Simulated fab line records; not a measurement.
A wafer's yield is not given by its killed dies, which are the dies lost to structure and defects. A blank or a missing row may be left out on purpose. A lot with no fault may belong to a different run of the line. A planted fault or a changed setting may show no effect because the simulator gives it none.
The tool behind it: which one? :: flow gf180mcu :: 6 lots with 18 wafers sampled at 2 steps, on a route of 602 steps

== WHAT EACH GAUGE READ, for each wafer ==
GF_HV_LDD_CD_MEAS_31 targets a cd of 400 nm.
lot: L694
measured: day 13 18:07
on: cd-sem-01
cd-nm (nm): 399.3 399.7 401.5

lot: L696
measured: day 14 10:41
on: cd-sem-01
cd-nm (nm): 395.7 398.1 395.1

lot: L698
measured: day 15 09:27
on: cd-sem-01
cd-nm (nm): - - -

lot: L705
measured: day 17 11:10
on: cd-sem-01
cd-nm (nm): 404.5 402.6 402.3

lot: L708
measured: day 18 05:40
on: cd-sem-01
cd-nm (nm): 399.6 399.6 400.3

lot: L710
measured: day 19 00:25
on: cd-sem-01
cd-nm (nm): 398.8 399.8 399.3

== EACH LOT AND THE TOOL THAT RAN IT (in order: tool; ch and the chambers of the sampled wafers; start) ==
lot: L694
GF_HV_LDD_EXPOSE_28: iline-stepper-01 ch 0, day 13 07:36

lot: L696
GF_HV_LDD_EXPOSE_28: iline-stepper-02 ch 0, day 14 00:40

lot: L698
GF_HV_LDD_EXPOSE_28: iline-stepper-02 ch 0, day 14 22:53

lot: L705
GF_HV_LDD_EXPOSE_28: iline-stepper-01 ch 0, day 17 00:01

lot: L708
GF_HV_LDD_EXPOSE_28: iline-stepper-01 ch 0, day 17 18:16

lot: L710
GF_HV_LDD_EXPOSE_28: iline-stepper-02 ch 0, day 18 12:21
- GF_HV_LDD_EXPOSE_28: exposes mask Nplus HV AREA, target cd 400 nm.

== THE ANSWER, worked out from the rows above alone ==
Rule: the lots themselves supply what counts as usual. The widest of any qualifying gaps counts: lots, ordered by their means at a reading, are off when they make up no more than a third of the lots, leave a main group of 4 or more, and stand apart from it by 3 or more times the standard deviation of that group's means. Not used: any main group whose means are identical at the precision the tables above print for the reading. A lot without any number at a reading at which 4 lots or more have one is off too. Where the step has rows for the other lots, those lots are counted as sound.
Off: L698, at GF_HV_LDD_CD_MEAS_31 (cd-nm). Without a number there: L698. Main group: mean 399.7 nm, sd 2.2.
A tool fits if, at a process step before that reading, it ran every lot that is off, and no sound lot after the first of them. Gauges at GF_HV_LDD_CD_MEAS_31: tried the same way as those tools. None of those tried fits.

== WHAT HAD BEEN PUT IN BY THE SIMULATOR ==
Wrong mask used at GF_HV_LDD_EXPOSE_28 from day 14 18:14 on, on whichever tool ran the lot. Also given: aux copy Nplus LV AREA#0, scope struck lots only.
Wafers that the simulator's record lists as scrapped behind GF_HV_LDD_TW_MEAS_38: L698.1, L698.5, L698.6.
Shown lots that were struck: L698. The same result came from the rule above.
